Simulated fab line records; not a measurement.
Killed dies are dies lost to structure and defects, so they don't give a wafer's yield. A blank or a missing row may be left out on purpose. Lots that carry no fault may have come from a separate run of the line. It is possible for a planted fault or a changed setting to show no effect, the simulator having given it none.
Split-lot study :: flow sky130 :: 23 wafers read across 5 lots, on a route 708 steps long

== THE SPLIT ==
At SKY_SONOS_ONO_OXIDATION_00 (stabilise 600 s, purge 300 s, target thk 2.6 nm), the setting ox_time_s was moved away from the recipe's 1249 s on 10 of the 23 wafers read, by -8.5% to +12.6%. All remaining wafers had this setting at the recipe value.

The reading comes from the split's own step.

== THE READING ==
SiO2_of_SONOS_ONO_OXIDATION_00.thk_nm (the simulator's own value, which no gauge read), in nm, at SKY_SONOS_ONO_OXIDATION_00 (stabilise 600 s, purge 300 s, target thk 2.6 nm). No usual value for it is given in the file. Across the 13 wafers here that went through the recipe, the average is 2.586 nm and the standard deviation 0.061 nm.

wafer: L076.2
tool, chamber at the split: -, -
ox_time_s as run, s: 1143
against the recipe: -8.5%
SiO2_of_SONOS_ONO_OXIDATION_00.thk_nm, nm: 2.389
against lot-mates on the recipe: no lot-mate on the recipe

wafer: L076.3
tool, chamber at the split: -, -
ox_time_s as run, s: 1143
against the recipe: -8.5%
SiO2_of_SONOS_ONO_OXIDATION_00.thk_nm, nm: 2.402
against lot-mates on the recipe: no lot-mate on the recipe

wafer: L076.4
tool, chamber at the split: -, -
ox_time_s as run, s: 1143
against the recipe: -8.5%
SiO2_of_SONOS_ONO_OXIDATION_00.thk_nm, nm: 2.417
against lot-mates on the recipe: no lot-mate on the recipe

wafer: L076.5
tool, chamber at the split: -, -
ox_time_s as run, s: 1143
against the recipe: -8.5%
SiO2_of_SONOS_ONO_OXIDATION_00.thk_nm, nm: 2.396
against lot-mates on the recipe: no lot-mate on the recipe

wafer: L076.6
tool, chamber at the split: -, -
ox_time_s as run, s: 1143
against the recipe: -8.5%
SiO2_of_SONOS_ONO_OXIDATION_00.thk_nm, nm: 2.446
against lot-mates on the recipe: no lot-mate on the recipe

wafer: L080.1
tool, chamber at the split: -, -
ox_time_s as run, s: 1406
against the recipe: +12.6%
SiO2_of_SONOS_ONO_OXIDATION_00.thk_nm, nm: 2.893
against lot-mates on the recipe: no lot-mate on the recipe

wafer: L080.3
tool, chamber at the split: -, -
ox_time_s as run, s: 1406
against the recipe: +12.6%
SiO2_of_SONOS_ONO_OXIDATION_00.thk_nm, nm: 2.868
against lot-mates on the recipe: no lot-mate on the recipe

wafer: L080.4
tool, chamber at the split: -, -
ox_time_s as run, s: 1406
against the recipe: +12.6%
SiO2_of_SONOS_ONO_OXIDATION_00.thk_nm, nm: 2.887
against lot-mates on the recipe: no lot-mate on the recipe

wafer: L080.5
tool, chamber at the split: -, -
ox_time_s as run, s: 1406
against the recipe: +12.6%
SiO2_of_SONOS_ONO_OXIDATION_00.thk_nm, nm: 2.863
against lot-mates on the recipe: no lot-mate on the recipe

wafer: L080.6
tool, chamber at the split: -, -
ox_time_s as run, s: 1406
against the recipe: +12.6%
SiO2_of_SONOS_ONO_OXIDATION_00.thk_nm, nm: 2.866
against lot-mates on the recipe: no lot-mate on the recipe

wafer: L081.1
tool, chamber at the split: -, -
ox_time_s as run, s: 1249
against the recipe: recipe
SiO2_of_SONOS_ONO_OXIDATION_00.thk_nm, nm: 2.516
against lot-mates on the recipe: -

wafer: L081.2
tool, chamber at the split: -, -
ox_time_s as run, s: 1249
against the recipe: recipe
SiO2_of_SONOS_ONO_OXIDATION_00.thk_nm, nm: 2.569
against lot-mates on the recipe: -

wafer: L081.3
tool, chamber at the split: -, -
ox_time_s as run, s: 1249
against the recipe: recipe
SiO2_of_SONOS_ONO_OXIDATION_00.thk_nm, nm: 2.537
against lot-mates on the recipe: -

wafer: L081.4
tool, chamber at the split: -, -
ox_time_s as run, s: 1249
against the recipe: recipe
SiO2_of_SONOS_ONO_OXIDATION_00.thk_nm, nm: 2.534
against lot-mates on the recipe: -

wafer: L081.6
tool, chamber at the split: -, -
ox_time_s as run, s: 1249
against the recipe: recipe
SiO2_of_SONOS_ONO_OXIDATION_00.thk_nm, nm: 2.579
against lot-mates on the recipe: -

wafer: L082.1
tool, chamber at the split: -, -
ox_time_s as run, s: 1249
against the recipe: recipe
SiO2_of_SONOS_ONO_OXIDATION_00.thk_nm, nm: 2.538
against lot-mates on the recipe: -

wafer: L082.2
tool, chamber at the split: -, -
ox_time_s as run, s: 1249
against the recipe: recipe
SiO2_of_SONOS_ONO_OXIDATION_00.thk_nm, nm: 2.526
against lot-mates on the recipe: -

wafer: L082.4
tool, chamber at the split: -, -
ox_time_s as run, s: 1249
against the recipe: recipe
SiO2_of_SONOS_ONO_OXIDATION_00.thk_nm, nm: 2.613
against lot-mates on the recipe: -

wafer: L082.5
tool, chamber at the split: -, -
ox_time_s as run, s: 1249
against the recipe: recipe
SiO2_of_SONOS_ONO_OXIDATION_00.thk_nm, nm: 2.566
against lot-mates on the recipe: -

wafer: L082.6
tool, chamber at the split: -, -
ox_time_s as run, s: 1249
against the recipe: recipe
SiO2_of_SONOS_ONO_OXIDATION_00.thk_nm, nm: 2.624
against lot-mates on the recipe: -

wafer: L084.3
tool, chamber at the split: furnace-01, 0
ox_time_s as run, s: 1249
against the recipe: recipe
SiO2_of_SONOS_ONO_OXIDATION_00.thk_nm, nm: 2.622
against lot-mates on the recipe: -

wafer: L084.5
tool, chamber at the split: furnace-01, 0
ox_time_s as run, s: 1249
against the recipe: recipe
SiO2_of_SONOS_ONO_OXIDATION_00.thk_nm, nm: 2.66
against lot-mates on the recipe: -

wafer: L084.6
tool, chamber at the split: furnace-01, 0
ox_time_s as run, s: 1249
against the recipe: recipe
SiO2_of_SONOS_ONO_OXIDATION_00.thk_nm, nm: 2.735
against lot-mates on the recipe: -

THE FIT
A straight line over all 23 wafers: SiO2_of_SONOS_ONO_OXIDATION_00.thk_nm changes by +0.0222 nm for each +1% of ox_time_s; r = +0.96; the points scatter about the line by 0.049 nm.
Too few moved wafers have a lot-mate on the recipe to fit a line with each lot's own level taken away.

== THE FILE'S OWN FIT ==
SiO2_of_SONOS_ONO_OXIDATION_00.thk_nm changes by +0.0222 nm for each +1% of ox_time_s, r = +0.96.
